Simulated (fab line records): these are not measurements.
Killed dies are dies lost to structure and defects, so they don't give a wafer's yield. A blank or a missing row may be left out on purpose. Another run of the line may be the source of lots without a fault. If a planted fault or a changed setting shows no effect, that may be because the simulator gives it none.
Which tool was responsible? || flow sky130 || 11 lots with 33 wafers sampled at 6 steps, on a route of 708 steps

== WHAT EACH GAUGE READ, for each wafer ==
SKY_CAPM_OVL_MEAS_12.
{"lot": "L960", "measured": "day 38 17:35", "on": "overlay-02", "CAPM_OVL (nm)": "-1.6 -3.0 -3.6"}
{"lot": "L962", "measured": "day 39 09:22", "on": "overlay-01", "CAPM_OVL (nm)": "-3.3 -3.0 -2.1"}
{"lot": "L963", "measured": "day 39 15:40", "on": "overlay-02", "CAPM_OVL (nm)": "-0.9 -0.8 -0.5"}
{"lot": "L964", "measured": "day 39 20:05", "on": "overlay-01", "CAPM_OVL (nm)": "2.3 0.6 -0.3"}
{"lot": "L966", "measured": "day 40 08:28", "on": "overlay-01", "CAPM_OVL (nm)": "1.4 -1.3 0.4"}
{"lot": "L967", "measured": "day 40 12:52", "on": "overlay-01", "CAPM_OVL (nm)": "-1.3 -0.7 -1.3"}
{"lot": "L970", "measured": "day 41 12:43", "on": "overlay-01", "CAPM_OVL (nm)": "-2.1 -0.9 -1.2"}
{"lot": "L979", "measured": "day 43 19:38", "on": "overlay-01", "CAPM_OVL (nm)": "0.6 -0.9 0.1"}
{"lot": "L978", "measured": "day 43 21:02", "on": "overlay-02", "CAPM_OVL (nm)": "-2.9 -2.7 -3.2"}
{"lot": "L980", "measured": "day 43 23:28", "on": "overlay-02", "CAPM_OVL (nm)": "-1.2 -1.9 -1.1"}
{"lot": "L981", "measured": "day 44 00:46", "on": "overlay-01", "CAPM_OVL (nm)": "-1.1 -0.7 -1.4"}

SKY_VIA3_RS_MEAS_22: measures by four-point-probe.
{"lot": "L960", "measured": "day 40 23:14", "on": "film-metro-01", "VIA3_W_RS (ohm/sq)": "0.305 0.293 0.308"}
{"lot": "L962", "measured": "day 41 14:22", "on": "film-metro-02", "VIA3_W_RS (ohm/sq)": "0.288 0.297 0.295"}
{"lot": "L963", "measured": "day 41 20:43", "on": "film-metro-02", "VIA3_W_RS (ohm/sq)": "0.288 0.299 0.289"}
{"lot": "L964", "measured": "day 42 00:05", "on": "film-metro-01", "VIA3_W_RS (ohm/sq)": "0.301 0.305 0.300"}
{"lot": "L966", "measured": "day 42 11:26", "on": "film-metro-02", "VIA3_W_RS (ohm/sq)": "0.300 0.289 0.300"}
{"lot": "L967", "measured": "day 42 16:28", "on": "film-metro-01", "VIA3_W_RS (ohm/sq)": "0.294 0.299 0.301"}
{"lot": "L970", "measured": "day 43 14:53", "on": "film-metro-02", "VIA3_W_RS (ohm/sq)": "0.289 0.287 0.297"}
{"lot": "L979", "measured": "day 45 18:11", "on": "film-metro-03", "VIA3_W_RS (ohm/sq)": "0.311 0.312 0.310"}
{"lot": "L978", "measured": "day 45 21:03", "on": "film-metro-03", "VIA3_W_RS (ohm/sq)": "0.312 0.310 0.317"}
{"lot": "L980", "measured": "day 45 22:46", "on": "film-metro-03", "VIA3_W_RS (ohm/sq)": "0.314 0.318 0.311"}
{"lot": "L981", "measured": "day 46 00:14", "on": "film-metro-02", "VIA3_W_RS (ohm/sq)": "0.302 0.298 0.295"}

SKY_VIA3_THK_MEAS_23: measures by xrf.
{"lot": "L960", "measured": "day 40 23:22", "on": "film-metro-01", "VIA3_W_THK (nm)": "394 409 390"}
{"lot": "L962", "measured": "day 41 14:29", "on": "film-metro-02", "VIA3_W_THK (nm)": "420 405 409"}
{"lot": "L963", "measured": "day 41 20:50", "on": "film-metro-02", "VIA3_W_THK (nm)": "420 403 420"}
{"lot": "L964", "measured": "day 42 00:12", "on": "film-metro-01", "VIA3_W_THK (nm)": "400 395 403"}
{"lot": "L966", "measured": "day 42 11:34", "on": "film-metro-02", "VIA3_W_THK (nm)": "403 422 407"}
{"lot": "L967", "measured": "day 42 16:35", "on": "film-metro-01", "VIA3_W_THK (nm)": "412 402 401"}
{"lot": "L970", "measured": "day 43 15:01", "on": "film-metro-02", "VIA3_W_THK (nm)": "424 426 410"}
{"lot": "L979", "measured": "day 45 18:18", "on": "film-metro-03", "VIA3_W_THK (nm)": "387 386 390"}
{"lot": "L978", "measured": "day 45 21:10", "on": "film-metro-03", "VIA3_W_THK (nm)": "389 390 381"}
{"lot": "L980", "measured": "day 45 22:52", "on": "film-metro-03", "VIA3_W_THK (nm)": "384 379 389"}
{"lot": "L981", "measured": "day 46 00:22", "on": "film-metro-02", "VIA3_W_THK (nm)": "394 401 405"}

== WHICH TOOL RAN EACH LOT (tool, then ch and the chambers of the sampled wafers, then the start) ==
{"lot": "L960", "SKY_METAL3_SPUTTER_00": "pvd-sputter-02, day 37 16:08", "SKY_METAL3_SPUTTER_04": "pvd-sputter-02, day 37 16:14", "SKY_VIA3_CVD_21": "cvd-w-02 ch 0,1, day 40 23:07"}
{"lot": "L962", "SKY_METAL3_SPUTTER_00": "pvd-sputter-01, day 38 07:36", "SKY_METAL3_SPUTTER_04": "pvd-sputter-01, day 38 07:42", "SKY_VIA3_CVD_21": "cvd-w-01 ch 0,1, day 41 14:14"}
{"lot": "L963", "SKY_METAL3_SPUTTER_00": "pvd-sputter-01, day 38 14:25", "SKY_METAL3_SPUTTER_04": "pvd-sputter-01, day 38 14:31", "SKY_VIA3_CVD_21": "cvd-w-02 ch 0,1, day 41 20:35"}
{"lot": "L964", "SKY_METAL3_SPUTTER_00": "pvd-sputter-01, day 38 18:54", "SKY_METAL3_SPUTTER_04": "pvd-sputter-01, day 38 19:00", "SKY_VIA3_CVD_21": "cvd-w-02 ch 1, day 41 23:57"}
{"lot": "L966", "SKY_METAL3_SPUTTER_00": "pvd-sputter-01, day 39 07:16", "SKY_METAL3_SPUTTER_04": "pvd-sputter-01, day 39 07:22", "SKY_VIA3_CVD_21": "cvd-w-01 ch 0,1, day 42 11:19"}
{"lot": "L967", "SKY_METAL3_SPUTTER_00": "pvd-sputter-01, day 39 12:14", "SKY_METAL3_SPUTTER_04": "pvd-sputter-01, day 39 12:20", "SKY_VIA3_CVD_21": "cvd-w-02 ch 0,1, day 42 16:21"}
{"lot": "L970", "SKY_METAL3_SPUTTER_00": "pvd-sputter-03, day 40 11:53", "SKY_METAL3_SPUTTER_04": "pvd-sputter-03, day 40 11:59", "SKY_VIA3_CVD_21": "cvd-w-01 ch 0,1, day 43 14:46"}
{"lot": "L979", "SKY_METAL3_SPUTTER_00": "pvd-sputter-01, day 42 20:19", "SKY_METAL3_SPUTTER_04": "pvd-sputter-01, day 42 20:25", "SKY_VIA3_CVD_21": "cvd-w-01 ch 0, day 45 18:03"}
{"lot": "L978", "SKY_METAL3_SPUTTER_00": "pvd-sputter-03, day 42 21:32", "SKY_METAL3_SPUTTER_04": "pvd-sputter-03, day 42 21:39", "SKY_VIA3_CVD_21": "cvd-w-01 ch 0,1, day 45 20:55"}
{"lot": "L980", "SKY_METAL3_SPUTTER_00": "pvd-sputter-02, day 43 00:11", "SKY_METAL3_SPUTTER_04": "pvd-sputter-02, day 43 00:17", "SKY_VIA3_CVD_21": "cvd-w-01 ch 0,1, day 45 22:38"}
{"lot": "L981", "SKY_METAL3_SPUTTER_00": "pvd-sputter-02, day 43 02:10", "SKY_METAL3_SPUTTER_04": "pvd-sputter-02, day 43 02:16", "SKY_VIA3_CVD_21": "cvd-w-02 ch 0,1, day 46 00:07"}
- SKY_METAL3_SPUTTER_00: material Ti, target thk 15 nm, time 10 s.
- SKY_METAL3_SPUTTER_04: material TiN, target thk 70 nm, time 58.3 s.
- SKY_VIA3_CVD_21: deposits W, target thk 390 nm, time 117.31 s.

== AS READ BY THE TOOLS THEMSELVES (means over the sampled wafers that have a number; for cases with no such wafer, the mark the record gives instead) ==
SKY_METAL3_SPUTTER_00.
{"lot": "L960", "tool": "pvd-sputter-02", "chamber-pressure-pa (Pa)": 0.3998, "throttle-valve-pct (%)": 29.4}
{"lot": "L962", "tool": "pvd-sputter-01", "chamber-pressure-pa (Pa)": 0.3998, "throttle-valve-pct (%)": 31.4}
{"lot": "L963", "tool": "pvd-sputter-01", "chamber-pressure-pa (Pa)": 0.4010, "throttle-valve-pct (%)": 30.4}
{"lot": "L964", "tool": "pvd-sputter-01", "chamber-pressure-pa (Pa)": 0.4012, "throttle-valve-pct (%)": 31.1}
{"lot": "L966", "tool": "pvd-sputter-01", "chamber-pressure-pa (Pa)": 0.3995, "throttle-valve-pct (%)": 30.9}
{"lot": "L967", "tool": "pvd-sputter-01", "chamber-pressure-pa (Pa)": 0.4001, "throttle-valve-pct (%)": 30.2}
{"lot": "L970", "tool": "pvd-sputter-03", "chamber-pressure-pa (Pa)": 0.3997, "throttle-valve-pct (%)": 29.7}
{"lot": "L979", "tool": "pvd-sputter-01", "chamber-pressure-pa (Pa)": 0.3993, "throttle-valve-pct (%)": 30.2}
{"lot": "L978", "tool": "pvd-sputter-03", "chamber-pressure-pa (Pa)": 0.3998, "throttle-valve-pct (%)": 29.9}
{"lot": "L980", "tool": "pvd-sputter-02", "chamber-pressure-pa (Pa)": 0.3997, "throttle-valve-pct (%)": 29.7}
{"lot": "L981", "tool": "pvd-sputter-02", "chamber-pressure-pa (Pa)": 0.4003, "throttle-valve-pct (%)": 29.7}

SKY_METAL3_SPUTTER_04.
{"lot": "L960", "tool": "pvd-sputter-02", "chamber-pressure-pa (Pa)": 0.3999, "throttle-valve-pct (%)": 29.6}
{"lot": "L962", "tool": "pvd-sputter-01", "chamber-pressure-pa (Pa)": 0.4005, "throttle-valve-pct (%)": 31.3}
{"lot": "L963", "tool": "pvd-sputter-01", "chamber-pressure-pa (Pa)": 0.3998, "throttle-valve-pct (%)": 30.5}
{"lot": "L964", "tool": "pvd-sputter-01", "chamber-pressure-pa (Pa)": 0.4002, "throttle-valve-pct (%)": 30.9}
{"lot": "L966", "tool": "pvd-sputter-01", "chamber-pressure-pa (Pa)": 0.4003, "throttle-valve-pct (%)": 30.9}
{"lot": "L967", "tool": "pvd-sputter-01", "chamber-pressure-pa (Pa)": 0.3997, "throttle-valve-pct (%)": 30.0}
{"lot": "L970", "tool": "pvd-sputter-03", "chamber-pressure-pa (Pa)": 0.3995, "throttle-valve-pct (%)": 29.6}
{"lot": "L979", "tool": "pvd-sputter-01", "chamber-pressure-pa (Pa)": 0.3995, "throttle-valve-pct (%)": 30.1}
{"lot": "L978", "tool": "pvd-sputter-03", "chamber-pressure-pa (Pa)": 0.3999, "throttle-valve-pct (%)": 29.8}
{"lot": "L980", "tool": "pvd-sputter-02", "chamber-pressure-pa (Pa)": 0.4009, "throttle-valve-pct (%)": 29.7}
{"lot": "L981", "tool": "pvd-sputter-02", "chamber-pressure-pa (Pa)": 0.3994, "throttle-valve-pct (%)": 29.7}

SKY_VIA3_CVD_21.
{"lot": "L960", "tool": "cvd-w-02", "chamber-pressure-Torr (Torr)": 39.93, "heater-power-w (W)": 789}
{"lot": "L962", "tool": "cvd-w-01", "chamber-pressure-Torr (Torr)": 39.97, "heater-power-w (W)": 811}
{"lot": "L963", "tool": "cvd-w-02", "chamber-pressure-Torr (Torr)": 39.97, "heater-power-w (W)": 751}
{"lot": "L964", "tool": "cvd-w-02", "chamber-pressure-Torr (Torr)": 39.92, "heater-power-w (W)": 839}
{"lot": "L966", "tool": "cvd-w-01", "chamber-pressure-Torr (Torr)": 39.95, "heater-power-w (W)": 808}
{"lot": "L967", "tool": "cvd-w-02", "chamber-pressure-Torr (Torr)": 39.94, "heater-power-w (W)": 796}
{"lot": "L970", "tool": "cvd-w-01", "chamber-pressure-Torr (Torr)": 39.94, "heater-power-w (W)": 810}
{"lot": "L979", "tool": "cvd-w-01", "chamber-pressure-Torr (Torr)": 35.52, "heater-power-w (W)": 808}
{"lot": "L978", "tool": "cvd-w-01", "chamber-pressure-Torr (Torr)": 35.42, "heater-power-w (W)": 814}
{"lot": "L980", "tool": "cvd-w-01", "chamber-pressure-Torr (Torr)": 35.60, "heater-power-w (W)": 816}
{"lot": "L981", "tool": "cvd-w-02", "chamber-pressure-Torr (Torr)": 40.07, "heater-power-w (W)": 740}

== THE ANSWER, worked out from the rows above alone ==
Rule: the lots themselves supply what counts as usual. Put in order of their means at a reading, lots are off if they are a third of the lots or fewer, leave a main group of 4 or more, and stand apart from it by a gap of 3 or more times the standard deviation of the main group's means; of several such gaps the widest counts. If all means in a main group match to the digits the tables above print for the reading, that group is not used. A lot without any number at a reading at which 4 lots or more have one is off too. Where the step has rows for the other lots, those lots are counted as sound. Order of review: gauges by route order, followed by the tools' own readings, for which a lot's mean as printed above is used. At the first step where some lot is off, the reading lying furthest off is the one used; lots without a number count as furthest.
Off at SKY_VIA3_CVD_21 (chamber-pressure-Torr): L979, L978, L980. Main group: mean 39.96 Torr, sd 0.044.
A tool fits if, at that step or a process step before it, it ran every lot that is off, and no sound lot after the first of them. One candidate fits, namely cvd-w-01 at SKY_VIA3_CVD_21. A fault onset in the window from L970 (day 43 14:46, its last sound lot) to L979 (day 45 18:03, its first lot off) fits.
On the lots that are off, the tool's own readings at SKY_VIA3_CVD_21 differ by more than 5 times the standard deviation of the sound lots' means, which bears it out; chamber-pressure-Torr reads 35.51 Torr there versus 39.96 Torr on the sound lots.

== WHAT WAS PUT IN BY THE SIMULATOR ==
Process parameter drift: cvd-w-01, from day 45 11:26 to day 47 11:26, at SKY_VIA3_CVD_21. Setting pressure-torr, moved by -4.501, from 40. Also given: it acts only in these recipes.
Lots struck among those shown: L979, L978, L980. The same result came from the rule above.
